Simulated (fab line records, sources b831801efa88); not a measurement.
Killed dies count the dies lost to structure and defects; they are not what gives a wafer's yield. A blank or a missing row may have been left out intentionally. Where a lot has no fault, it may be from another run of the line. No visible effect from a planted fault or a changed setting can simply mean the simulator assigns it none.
fab line records :: flow sky130 :: part 2 of 2: steps 29 to 37 of 37
record:
  lots: 5
  wafers: 15
  last-day: 50
route steps=708 shown METAL3@569 VIA3@573 METAL4@598 CAP2M@603
lots untouched by any fault: they come from a run of this same line in which no faults occurred
start-h: hours from the record's opening day to when the first of the lot's shown wafers began :: wait-h: how many hours have passed since the lot's step before this one :: " as in the row above :: L1.1+2: one row covering several wafers at once :: - no value, or no start given :: * or withheld: withheld :: < > ~ a bound
route shown NAME@n: names a module that has steps shown in the file, with the first one's number in the route :: usual: mean and standard deviation over wafers with no fault :: same: alike in all rows :: chamber/n: place in a boat :: sites: each site's reading :: _std_site: standard deviation across them :: _edge_site: the outer-site mean with the inner-site mean subtracted :: radius-mm: how far each site lies from the wafer's centre :: mask NAME#n: copy n :: behind: the last tool/chamber to shape the wafer :: hold: reason for holding the lot/hours on hold/outcome of the hold :: device: which transistor (n, p or np) failed to switch :: end of line: the route-end tests of the same wafers :: step lacking rows: just its recipe :: killed: dies lost to structure and defects at the first sort, not the wafer's yield :: map: a wafer's dies, marking killed ones x, the rest . and places with no die _
set.NAME: the setting the step ran with; set.NAME@STEP: the setting that earlier step ran with :: model.NAME: the simulator's own value behind a step, which no gauge read
lots at some steps of the route; a table a step, a row a wafer
services: when a tool's chamber went out of use (start-h, in hours from the record's first day, below 0 if earlier), for how many hours, and the reason
== steps ==
step: SKY_VIA3_CMP_24
recipe:
  stop-on: SiO2
  t-overpolish-s: 20
  down-force-psi: 3.5
  platen-rpm: 60
  target-thk-nm: 0
  pad-velocity-m-s: 0.94248
usual:
  motor-current-A: 11.2/1.1
  overpolish-run-s: 20.001/0.0091
  slurry-flow-ml-min: 150.0/0.44
  time-to-endpoint-s: 92.6/2.9
lot.wafer: L077.2
tool: cmp-02
chamber: 3
start-h: 957.81
wait-h: 0.0
motor-current-A: 9.9
overpolish-run-s: 19.983
slurry-flow-ml-min: 150.5
time-to-endpoint-s: 90.5

lot.wafer: L077.3
tool: cmp-02
chamber: 2
start-h: 957.81
wait-h: 0.0
motor-current-A: 9.8
overpolish-run-s: 19.985
slurry-flow-ml-min: 150.2
time-to-endpoint-s: 92.6

lot.wafer: L077.6
tool: cmp-02
chamber: 3
start-h: 957.81
wait-h: 0.0
motor-current-A: 10.4
overpolish-run-s: 19.986
slurry-flow-ml-min: 149.8
time-to-endpoint-s: 89.3

lot.wafer: L080.4
tool: cmp-02
chamber: 0
start-h: 976.43
wait-h: 0.0
motor-current-A: 12.9
overpolish-run-s: 19.997
slurry-flow-ml-min: 149.2
time-to-endpoint-s: 95.2

lot.wafer: L080.1
tool: cmp-02
chamber: 2
start-h: 976.43
wait-h: 0.0
motor-current-A: 10.7
overpolish-run-s: 20.014
slurry-flow-ml-min: 150.5
time-to-endpoint-s: 96.7

lot.wafer: L080.6
tool: cmp-02
chamber: 1
start-h: 976.43
wait-h: 0.0
motor-current-A: 11.8
overpolish-run-s: 20.002
slurry-flow-ml-min: 149.6
time-to-endpoint-s: 91.5

lot.wafer: L081.4
tool: cmp-02
chamber: 1
start-h: 982.05
wait-h: 0.0
motor-current-A: 12.2
overpolish-run-s: 20.002
slurry-flow-ml-min: 148.5
time-to-endpoint-s: 90.2

lot.wafer: L081.3
tool: cmp-02
chamber: 3
start-h: 982.05
wait-h: 0.0
motor-current-A: 9.5
overpolish-run-s: 19.982
slurry-flow-ml-min: 150.0
time-to-endpoint-s: 89.1

lot.wafer: L081.6
tool: cmp-02
chamber: 1
start-h: 982.05
wait-h: 0.0
motor-current-A: 12.2
overpolish-run-s: 19.995
slurry-flow-ml-min: 149.3
time-to-endpoint-s: 89.2

lot.wafer: L083.3
tool: cmp-01
chamber: 1
start-h: 993.64
wait-h: 0.0
motor-current-A: 11.2
overpolish-run-s: 19.999
slurry-flow-ml-min: 149.4
time-to-endpoint-s: 94.1

lot.wafer: L083.1
tool: cmp-01
chamber: 2
start-h: 993.64
wait-h: 0.0
motor-current-A: 12.3
overpolish-run-s: 19.990
slurry-flow-ml-min: 150.2
time-to-endpoint-s: 96.6

lot.wafer: L083.5
tool: cmp-01
chamber: 1
start-h: 993.64
wait-h: 0.0
motor-current-A: 11.3
overpolish-run-s: 20.003
slurry-flow-ml-min: 148.9
time-to-endpoint-s: 98.6

lot.wafer: L095.4
tool: cmp-02
chamber: 3
start-h: 1074.42
wait-h: 0.0
motor-current-A: 9.4
overpolish-run-s: 20.014
slurry-flow-ml-min: 150.4
time-to-endpoint-s: 93.8

lot.wafer: L095.1
tool: cmp-02
chamber: 2
start-h: 1074.42
wait-h: 0.0
motor-current-A: 10.6
overpolish-run-s: 20.008
slurry-flow-ml-min: 149.6
time-to-endpoint-s: 93.8

lot.wafer: L095.6
tool: cmp-02
chamber: 0
start-h: 1074.42
wait-h: 0.0
motor-current-A: 12.9
overpolish-run-s: 20.011
slurry-flow-ml-min: 150.1
time-to-endpoint-s: 92.2
step: SKY_METAL4_SPUTTER_00
recipe:
  material: Ti
  target-thk-nm: 15
  power-w: 3000
  time-s: 10
  chamber-pressure-pa: 0.4
usual:
  throttle-valve-pct: 30.1/1.2
lot.wafer: L077.2
tool: pvd-sputter-04
chamber: -
start-h: 958.11
wait-h: 0.2
throttle-valve-pct: 31.1

lot.wafer: L077.3
tool: pvd-sputter-04
chamber: -
start-h: 958.11
wait-h: 0.2
throttle-valve-pct: 31.3

lot.wafer: L077.6
tool: pvd-sputter-04
chamber: -
start-h: 958.11
wait-h: 0.2
throttle-valve-pct: 31.6

lot.wafer: L080.1
tool: pvd-sputter-02
chamber: -
start-h: 976.73
wait-h: 0.1
throttle-valve-pct: 29.2

lot.wafer: L080.4
tool: pvd-sputter-02
chamber: -
start-h: 976.73
wait-h: 0.1
throttle-valve-pct: 28.8

lot.wafer: L080.6
tool: pvd-sputter-02
chamber: -
start-h: 976.73
wait-h: 0.1
throttle-valve-pct: 27.9

lot.wafer: L081.3
tool: pvd-sputter-02
chamber: -
start-h: 982.35
wait-h: 0.1
throttle-valve-pct: 28.1

lot.wafer: L081.4
tool: pvd-sputter-02
chamber: -
start-h: 982.35
wait-h: 0.1
throttle-valve-pct: 28.7

lot.wafer: L081.6
tool: pvd-sputter-02
chamber: -
start-h: 982.35
wait-h: 0.1
throttle-valve-pct: 30.3

lot.wafer: L083.1
tool: pvd-sputter-04
chamber: -
start-h: 993.94
wait-h: 0.2
throttle-valve-pct: 31.6

lot.wafer: L083.3
tool: pvd-sputter-04
chamber: -
start-h: 993.94
wait-h: 0.2
throttle-valve-pct: 32.6

lot.wafer: L083.5
tool: pvd-sputter-04
chamber: -
start-h: 993.94
wait-h: 0.2
throttle-valve-pct: 31.4

lot.wafer: L095.1
tool: pvd-sputter-02
chamber: -
start-h: 1074.72
wait-h: 0.1
throttle-valve-pct: 29.5

lot.wafer: L095.4
tool: pvd-sputter-02
chamber: -
start-h: 1074.72
wait-h: 0.1
throttle-valve-pct: 27.9

lot.wafer: L095.6
tool: pvd-sputter-02
chamber: -
start-h: 1074.72
wait-h: 0.1
throttle-valve-pct: 28.6
step: SKY_METAL4_SPUTTER_01
recipe:
  material: TiN
  target-thk-nm: 20
  power-w: 6500
  time-s: 16.7
  chamber-pressure-pa: 0.4
usual:
  throttle-valve-pct: 30.1/1.2
lot.wafer: L077.2
tool: pvd-sputter-04
chamber: -
start-h: 958.13
wait-h: 0.0
throttle-valve-pct: 31.3

lot.wafer: L077.3
tool: pvd-sputter-04
chamber: -
start-h: 958.13
wait-h: 0.0
throttle-valve-pct: 31.5

lot.wafer: L077.6
tool: pvd-sputter-04
chamber: -
start-h: 958.13
wait-h: 0.0
throttle-valve-pct: 31.5

lot.wafer: L080.1
tool: pvd-sputter-02
chamber: -
start-h: 976.75
wait-h: 0.0
throttle-valve-pct: 29.5

lot.wafer: L080.4
tool: pvd-sputter-02
chamber: -
start-h: 976.75
wait-h: 0.0
throttle-valve-pct: 29.0

lot.wafer: L080.6
tool: pvd-sputter-02
chamber: -
start-h: 976.75
wait-h: 0.0
throttle-valve-pct: 28.1

lot.wafer: L081.3
tool: pvd-sputter-02
chamber: -
start-h: 982.38
wait-h: 0.0
throttle-valve-pct: 27.9

lot.wafer: L081.4
tool: pvd-sputter-02
chamber: -
start-h: 982.38
wait-h: 0.0
throttle-valve-pct: 28.7

lot.wafer: L081.6
tool: pvd-sputter-02
chamber: -
start-h: 982.38
wait-h: 0.0
throttle-valve-pct: 30.4

lot.wafer: L083.1
tool: pvd-sputter-04
chamber: -
start-h: 993.97
wait-h: 0.0
throttle-valve-pct: 31.4

lot.wafer: L083.3
tool: pvd-sputter-04
chamber: -
start-h: 993.97
wait-h: 0.0
throttle-valve-pct: 32.5

lot.wafer: L083.5
tool: pvd-sputter-04
chamber: -
start-h: 993.97
wait-h: 0.0
throttle-valve-pct: 31.4

lot.wafer: L095.1
tool: pvd-sputter-02
chamber: -
start-h: 1074.74
wait-h: 0.0
throttle-valve-pct: 29.2

lot.wafer: L095.4
tool: pvd-sputter-02
chamber: -
start-h: 1074.74
wait-h: 0.0
throttle-valve-pct: 28.3

lot.wafer: L095.6
tool: pvd-sputter-02
chamber: -
start-h: 1074.74
wait-h: 0.0
throttle-valve-pct: 28.9
step: SKY_METAL4_SPUTTER_02
recipe:
  material: AlCu
  target-thk-nm: 735
  power-w: 10600
  time-s: 39.1
  chamber-pressure-pa: 0.4
usual:
  throttle-valve-pct: 30.1/1.2
lot.wafer: L077.2
tool: pvd-sputter-04
chamber: -
start-h: 958.16
wait-h: 0.0
throttle-valve-pct: 30.9

lot.wafer: L077.3
tool: pvd-sputter-04
chamber: -
start-h: 958.16
wait-h: 0.0
throttle-valve-pct: 31.7

lot.wafer: L077.6
tool: pvd-sputter-04
chamber: -
start-h: 958.16
wait-h: 0.0
throttle-valve-pct: 31.6

lot.wafer: L080.1
tool: pvd-sputter-02
chamber: -
start-h: 976.78
wait-h: 0.0
throttle-valve-pct: 29.3

lot.wafer: L080.4
tool: pvd-sputter-02
chamber: -
start-h: 976.78
wait-h: 0.0
throttle-valve-pct: 28.6

lot.wafer: L080.6
tool: pvd-sputter-02
chamber: -
start-h: 976.78
wait-h: 0.0
throttle-valve-pct: 28.1

lot.wafer: L081.3
tool: pvd-sputter-02
chamber: -
start-h: 982.40
wait-h: 0.0
throttle-valve-pct: 27.8

lot.wafer: L081.4
tool: pvd-sputter-02
chamber: -
start-h: 982.40
wait-h: 0.0
throttle-valve-pct: 28.8

lot.wafer: L081.6
tool: pvd-sputter-02
chamber: -
start-h: 982.40
wait-h: 0.0
throttle-valve-pct: 30.6

lot.wafer: L083.1
tool: pvd-sputter-04
chamber: -
start-h: 993.99
wait-h: 0.0
throttle-valve-pct: 31.6

lot.wafer: L083.3
tool: pvd-sputter-04
chamber: -
start-h: 993.99
wait-h: 0.0
throttle-valve-pct: 32.4

lot.wafer: L083.5
tool: pvd-sputter-04
chamber: -
start-h: 993.99
wait-h: 0.0
throttle-valve-pct: 31.4

lot.wafer: L095.1
tool: pvd-sputter-02
chamber: -
start-h: 1074.77
wait-h: 0.0
throttle-valve-pct: 29.5

lot.wafer: L095.4
tool: pvd-sputter-02
chamber: -
start-h: 1074.77
wait-h: 0.0
throttle-valve-pct: 28.2

lot.wafer: L095.6
tool: pvd-sputter-02
chamber: -
start-h: 1074.77
wait-h: 0.0
throttle-valve-pct: 28.8
step: SKY_METAL4_SPUTTER_03
recipe:
  material: Ti
  target-thk-nm: 5
  power-w: 3000
  time-s: 3.3
  chamber-pressure-pa: 0.4
usual:
  throttle-valve-pct: 30.1/1.2
lot.wafer: L077.2
tool: pvd-sputter-04
chamber: -
start-h: 958.20
wait-h: 0.0
throttle-valve-pct: 30.8

lot.wafer: L077.3
tool: pvd-sputter-04
chamber: -
start-h: 958.20
wait-h: 0.0
throttle-valve-pct: 31.8

lot.wafer: L077.6
tool: pvd-sputter-04
chamber: -
start-h: 958.20
wait-h: 0.0
throttle-valve-pct: 31.3

lot.wafer: L080.1
tool: pvd-sputter-02
chamber: -
start-h: 976.82
wait-h: 0.0
throttle-valve-pct: 29.2

lot.wafer: L080.4
tool: pvd-sputter-02
chamber: -
start-h: 976.82
wait-h: 0.0
throttle-valve-pct: 28.8

lot.wafer: L080.6
tool: pvd-sputter-02
chamber: -
start-h: 976.82
wait-h: 0.0
throttle-valve-pct: 28.1

lot.wafer: L081.3
tool: pvd-sputter-02
chamber: -
start-h: 982.44
wait-h: 0.0
throttle-valve-pct: 28.1

lot.wafer: L081.4
tool: pvd-sputter-02
chamber: -
start-h: 982.44
wait-h: 0.0
throttle-valve-pct: 28.7

lot.wafer: L081.6
tool: pvd-sputter-02
chamber: -
start-h: 982.44
wait-h: 0.0
throttle-valve-pct: 30.2

lot.wafer: L083.1
tool: pvd-sputter-04
chamber: -
start-h: 994.03
wait-h: 0.0
throttle-valve-pct: 31.7

lot.wafer: L083.3
tool: pvd-sputter-04
chamber: -
start-h: 994.03
wait-h: 0.0
throttle-valve-pct: 32.5

lot.wafer: L083.5
tool: pvd-sputter-04
chamber: -
start-h: 994.03
wait-h: 0.0
throttle-valve-pct: 31.6

lot.wafer: L095.1
tool: pvd-sputter-02
chamber: -
start-h: 1074.81
wait-h: 0.0
throttle-valve-pct: 29.7

lot.wafer: L095.4
tool: pvd-sputter-02
chamber: -
start-h: 1074.81
wait-h: 0.0
throttle-valve-pct: 28.2

lot.wafer: L095.6
tool: pvd-sputter-02
chamber: -
start-h: 1074.81
wait-h: 0.0
throttle-valve-pct: 28.7
step: SKY_METAL4_SPUTTER_04
recipe:
  material: TiN
  target-thk-nm: 70
  power-w: 6500
  time-s: 58.3
  chamber-pressure-pa: 0.4
usual:
  throttle-valve-pct: 30.1/1.2
lot.wafer: L077.2
tool: pvd-sputter-04
chamber: -
start-h: 958.22
wait-h: 0.0
throttle-valve-pct: 31.1

lot.wafer: L077.3
tool: pvd-sputter-04
chamber: -
start-h: 958.22
wait-h: 0.0
throttle-valve-pct: 31.4

lot.wafer: L077.6
tool: pvd-sputter-04
chamber: -
start-h: 958.22
wait-h: 0.0
throttle-valve-pct: 32.0

lot.wafer: L080.1
tool: pvd-sputter-02
chamber: -
start-h: 976.84
wait-h: 0.0
throttle-valve-pct: 29.4

lot.wafer: L080.4
tool: pvd-sputter-02
chamber: -
start-h: 976.84
wait-h: 0.0
throttle-valve-pct: 28.8

lot.wafer: L080.6
tool: pvd-sputter-02
chamber: -
start-h: 976.84
wait-h: 0.0
throttle-valve-pct: 28.2

lot.wafer: L081.3
tool: pvd-sputter-02
chamber: -
start-h: 982.46
wait-h: 0.0
throttle-valve-pct: 28.0

lot.wafer: L081.4
tool: pvd-sputter-02
chamber: -
start-h: 982.46
wait-h: 0.0
throttle-valve-pct: 28.7

lot.wafer: L081.6
tool: pvd-sputter-02
chamber: -
start-h: 982.46
wait-h: 0.0
throttle-valve-pct: 30.2

lot.wafer: L083.1
tool: pvd-sputter-04
chamber: -
start-h: 994.05
wait-h: 0.0
throttle-valve-pct: 31.5

lot.wafer: L083.3
tool: pvd-sputter-04
chamber: -
start-h: 994.05
wait-h: 0.0
throttle-valve-pct: 32.6

lot.wafer: L083.5
tool: pvd-sputter-04
chamber: -
start-h: 994.05
wait-h: 0.0
throttle-valve-pct: 30.9

lot.wafer: L095.1
tool: pvd-sputter-02
chamber: -
start-h: 1074.83
wait-h: 0.0
throttle-valve-pct: 29.4

lot.wafer: L095.4
tool: pvd-sputter-02
chamber: -
start-h: 1074.83
wait-h: 0.0
throttle-valve-pct: 28.3

lot.wafer: L095.6
tool: pvd-sputter-02
chamber: -
start-h: 1074.83
wait-h: 0.0
throttle-valve-pct: 28.8
step: SKY_CAP2M_CVD_00
recipe:
  material: SiO2
  target-thk-nm: 15.5
  temp-c: 400
  time-s: withheld
  rf-w: 450
usual:
  heater-power-w: 737/92
lot.wafer: L077.2
tool: pecvd-02
chamber: 1
start-h: 958.27
wait-h: 0.0
heater-power-w: 826

lot.wafer: L077.3
tool: pecvd-02
chamber: 2
start-h: 958.27
wait-h: 0.0
heater-power-w: 683

lot.wafer: L077.6
tool: pecvd-02
chamber: 2
start-h: 958.27
wait-h: 0.0
heater-power-w: 676

lot.wafer: L080.1
tool: pecvd-01
chamber: 1
start-h: 976.88
wait-h: 0.0
heater-power-w: 709

lot.wafer: L080.4
tool: pecvd-01
chamber: 0
start-h: 976.88
wait-h: 0.0
heater-power-w: 716

lot.wafer: L080.6
tool: pecvd-01
chamber: 2
start-h: 976.88
wait-h: 0.0
heater-power-w: 663

lot.wafer: L081.3
tool: pecvd-01
chamber: 2
start-h: 982.51
wait-h: 0.0
heater-power-w: 695

lot.wafer: L081.4
tool: pecvd-01
chamber: 2
start-h: 982.51
wait-h: 0.0
heater-power-w: 687

lot.wafer: L081.6
tool: pecvd-01
chamber: 0
start-h: 982.51
wait-h: 0.0
heater-power-w: 644

lot.wafer: L083.1
tool: pecvd-02
chamber: 1
start-h: 994.10
wait-h: 0.0
heater-power-w: 825

lot.wafer: L083.3
tool: pecvd-02
chamber: 2
start-h: 994.10
wait-h: 0.0
heater-power-w: 829

lot.wafer: L083.5
tool: pecvd-02
chamber: 2
start-h: 994.10
wait-h: 0.0
heater-power-w: 805

lot.wafer: L095.1
tool: pecvd-01
chamber: 0
start-h: 1074.88
wait-h: 0.0
heater-power-w: 741

lot.wafer: L095.4
tool: pecvd-01
chamber: 0
start-h: 1074.88
wait-h: 0.0
heater-power-w: 726

lot.wafer: L095.6
tool: pecvd-01
chamber: 1
start-h: 1074.88
wait-h: 0.0
heater-power-w: 619
step: SKY_CAP2M_THK_MEAS_01
recipe:
  reads: SiO2_of_CAP2M_CVD_00
usual:
  CAP2M_CVD_00_THK: 15.56/0.22
lot.wafer: L077.2
tool: film-metro-01
chamber: -
start-h: 958.30
wait-h: -
CAP2M_CVD_00_THK[nm]: 15.45

lot.wafer: L077.3
tool: film-metro-01
chamber: -
start-h: 958.30
wait-h: -
CAP2M_CVD_00_THK[nm]: 15.28

lot.wafer: L077.6
tool: film-metro-01
chamber: -
start-h: 958.30
wait-h: -
CAP2M_CVD_00_THK[nm]: 15.37

lot.wafer: L080.1
tool: film-metro-03
chamber: -
start-h: 976.91
wait-h: -
CAP2M_CVD_00_THK[nm]: 15.47

lot.wafer: L080.4
tool: film-metro-03
chamber: -
start-h: 976.91
wait-h: -
CAP2M_CVD_00_THK[nm]: 15.71

lot.wafer: L080.6
tool: film-metro-03
chamber: -
start-h: 976.91
wait-h: -
CAP2M_CVD_00_THK[nm]: 15.59

lot.wafer: L081.3
tool: film-metro-03
chamber: -
start-h: 982.55
wait-h: -
CAP2M_CVD_00_THK[nm]: 15.31

lot.wafer: L081.4
tool: film-metro-03
chamber: -
start-h: 982.55
wait-h: -
CAP2M_CVD_00_THK[nm]: 15.70

lot.wafer: L081.6
tool: film-metro-03
chamber: -
start-h: 982.55
wait-h: -
CAP2M_CVD_00_THK[nm]: 15.65

lot.wafer: L083.1
tool: film-metro-01
chamber: -
start-h: 994.12
wait-h: -
CAP2M_CVD_00_THK[nm]: 15.38

lot.wafer: L083.3
tool: film-metro-01
chamber: -
start-h: 994.12
wait-h: -
CAP2M_CVD_00_THK[nm]: 15.19

lot.wafer: L083.5
tool: film-metro-01
chamber: -
start-h: 994.12
wait-h: -
CAP2M_CVD_00_THK[nm]: 15.35

lot.wafer: L095.1
tool: film-metro-02
chamber: -
start-h: 1074.90
wait-h: -
CAP2M_CVD_00_THK[nm]: 15.37

lot.wafer: L095.4
tool: film-metro-02
chamber: -
start-h: 1074.90
wait-h: -
CAP2M_CVD_00_THK[nm]: 15.69

lot.wafer: L095.6
tool: film-metro-02
chamber: -
start-h: 1074.90
wait-h: -
CAP2M_CVD_00_THK[nm]: 15.56
step: SKY_CAP2M_SPUTTER_02
recipe:
  material: TiN
  target-thk-nm: 200
  temp-c: 300
  power-w: 6500
  time-s: 166.7
  chamber-pressure-pa: 0.4
usual:
  throttle-valve-pct: 29.9/0.89
lot.wafer: L077.2
tool: pvd-sputter-03
chamber: -
start-h: 958.35
wait-h: 0.0
throttle-valve-pct: 30.6

lot.wafer: L077.3
tool: pvd-sputter-03
chamber: -
start-h: 958.35
wait-h: 0.0
throttle-valve-pct: 29.4

lot.wafer: L077.6
tool: pvd-sputter-03
chamber: -
start-h: 958.35
wait-h: 0.0
throttle-valve-pct: 30.6

lot.wafer: L080.1
tool: pvd-sputter-03
chamber: -
start-h: 976.97
wait-h: 0.1
throttle-valve-pct: 31.5

lot.wafer: L080.4
tool: pvd-sputter-03
chamber: -
start-h: 976.97
wait-h: 0.1
throttle-valve-pct: 30.2

lot.wafer: L080.6
tool: pvd-sputter-03
chamber: -
start-h: 976.97
wait-h: 0.1
throttle-valve-pct: 30.1

lot.wafer: L081.3
tool: pvd-sputter-03
chamber: -
start-h: 982.59
wait-h: 0.0
throttle-valve-pct: 31.9

lot.wafer: L081.4
tool: pvd-sputter-03
chamber: -
start-h: 982.59
wait-h: 0.0
throttle-valve-pct: 29.5

lot.wafer: L081.6
tool: pvd-sputter-03
chamber: -
start-h: 982.59
wait-h: 0.0
throttle-valve-pct: 30.2

lot.wafer: L083.1
tool: pvd-sputter-01
chamber: -
start-h: 994.18
wait-h: 0.1
throttle-valve-pct: 30.9

lot.wafer: L083.3
tool: pvd-sputter-01
chamber: -
start-h: 994.18
wait-h: 0.1
throttle-valve-pct: 29.7

lot.wafer: L083.5
tool: pvd-sputter-01
chamber: -
start-h: 994.18
wait-h: 0.1
throttle-valve-pct: 29.4

lot.wafer: L095.1
tool: pvd-sputter-01
chamber: -
start-h: 1074.96
wait-h: 0.1
throttle-valve-pct: 29.1

lot.wafer: L095.4
tool: pvd-sputter-01
chamber: -
start-h: 1074.96
wait-h: 0.1
throttle-valve-pct: 29.7

lot.wafer: L095.6
tool: pvd-sputter-01
chamber: -
start-h: 1074.96
wait-h: 0.1
throttle-valve-pct: 29.6
== services ==
tool: cmp-02
chamber: -
start-h: 912.06
hours: 4.0
kind: pm

tool: cmp-02
chamber: -
start-h: 914.04
hours: 1.4
kind: repair

tool: rie-diel-04
chamber: 0
start-h: 914.05
hours: 2.3
kind: repair

tool: pvd-sputter-03
chamber: -
start-h: 931.22
hours: 1.7
kind: repair

tool: krf-scanner-02
chamber: -
start-h: 932.48
hours: 1.3
kind: pm

tool: krf-scanner-02
chamber: -
start-h: 933.78
hours: 0.8
kind: pm

tool: cmp-02
chamber: -
start-h: 937.76
hours: 2.3
kind: repair

tool: rie-diel-03
chamber: -
start-h: 938.95
hours: 2.8
kind: pm

tool: hdpcvd-02
chamber: 0
start-h: 939.47
hours: 20.1
kind: repair

tool: pvd-sputter-04
chamber: -
start-h: 939.78
hours: 1.8
kind: repair

tool: cmp-01
chamber: -
start-h: 941.52
hours: 5.0
kind: repair

tool: pvd-sputter-03
chamber: -
start-h: 942.46
hours: 1.6
kind: repair

tool: plasma-asher-01
chamber: -
start-h: 960.59
hours: 14.3
kind: repair

tool: rie-diel-03
chamber: 1
start-h: 965.04
hours: 5.9
kind: repair

tool: krf-scanner-02
chamber: -
start-h: 965.60
hours: 0.3
kind: repair

tool: cmp-01
chamber: -
start-h: 974.68
hours: 2.7
kind: repair

tool: krf-scanner-02
chamber: -
start-h: 990.60
hours: 1.0
kind: pm

tool: rie-diel-03
chamber: 3
start-h: 1009.27
hours: 4.5
kind: repair

tool: rie-diel-03
chamber: -
start-h: 1031.84
hours: 0.9
kind: repair

tool: krf-scanner-02
chamber: -
start-h: 1042.42
hours: 1.0
kind: repair

tool: plasma-asher-01
chamber: -
start-h: 1047.98
hours: 6.6
kind: repair

tool: wet-bench-03
chamber: -
start-h: 1061.02
hours: 31.5
kind: repair

tool: cmp-01
chamber: -
start-h: 1061.40
hours: 1.2
kind: repair

tool: wet-bench-02
chamber: -
start-h: 1063.45
hours: 1.3
kind: repair
